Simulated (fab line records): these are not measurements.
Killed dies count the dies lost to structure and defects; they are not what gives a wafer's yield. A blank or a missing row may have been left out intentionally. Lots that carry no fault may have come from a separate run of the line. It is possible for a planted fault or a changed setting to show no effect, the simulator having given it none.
One fault seen from 2 desks :: flow gf180mcu :: numbers are kept per desk, each desk with only its own; the story behind them comes last

FROM THE METROLOGY DESK
What the gauges read, lot by lot, whatever tool the lot ran on: means of the sampled wafers that have a number. Any lot whose mean is over 4 standard deviations away from the usual mean is out of limits and marked OUT; that distance is given in the brackets.
Columns: A = STI_CVD_03_THK at GF_STI_THK_MEAS_04, usual 207.1 nm
lot: L564
first seen here: day 1 13:34
A: 207.2

lot: L567
first seen here: day 2 04:36
A: 206.7

lot: L568
first seen here: day 2 09:41
A: 208.2

lot: L571
first seen here: day 3 02:49
A: 207.8

lot: L572
first seen here: day 3 06:34
A: 202.4

lot: L573
first seen here: day 3 12:16
A: 207.8

lot: L575
first seen here: day 3 21:40
A: 208.4

lot: L581
first seen here: day 5 02:34
A: 225.5 (+9.2) OUT

lot: L582
first seen here: day 5 07:47
A: 222.7 (+7.8) OUT

lot: L583
first seen here: day 5 12:34
A: 220.8 (+6.9) OUT
This desk's result: L581, L582, L583 out of limits, first on L581 (STI_CVD_03_THK at GF_STI_THK_MEAS_04), day 5 02:34. In limits: L564, L567, L568, L571, L572, L573, L575.

THE TOOL OWNER'S DESK: lpcvd-01
The tool's own readings at GF_STI_CVD_03 (deposits Si3N4 from DCS/NH3, target thk 207.16 nm, time 3551 s): means of the sampled wafers that have a number, for each lot that ran on this tool. Any lot whose mean is over 4 standard deviations away from the usual mean is out of limits and marked OUT; that distance is given in the brackets.
Columns: A = zone_power_lower_pct at GF_STI_CVD_03, usual 12.7 %
lot: L567
first seen here: day 2 02:37
A: 14.0

lot: L568
first seen here: day 2 07:40
A: 13.8

lot: L572
first seen here: day 3 03:34
A: 12.9

lot: L573
first seen here: day 3 09:17
A: 12.9

lot: L575
first seen here: day 3 18:40
A: 14.0

lot: L581
first seen here: day 5 00:34
A: 12.8

lot: L582
first seen here: day 5 05:46
A: 13.9

lot: L583
first seen here: day 5 10:34
A: 13.0
Finding of this desk: none of the 8 lots has anything out of limits.

BROUGHT TOGETHER
On L581, L582, L583, the metrology desk was in a position to raise an alarm at day 5 02:34.
The tool owner's desk saw nothing out of limits.
The tool owner's desk has L581, L582, L583 on record, within its limits.
GF_STI_CVD_03 was run on lpcvd-01 by each of the lots named.

WHAT THE SIMULATOR HAD PUT IN
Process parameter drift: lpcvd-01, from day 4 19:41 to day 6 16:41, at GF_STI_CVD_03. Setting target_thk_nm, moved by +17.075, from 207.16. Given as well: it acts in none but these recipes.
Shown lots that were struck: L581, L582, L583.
Time in hours between the start of the fault and the first out-of-limits reading at each desk: metrology desk, 7.
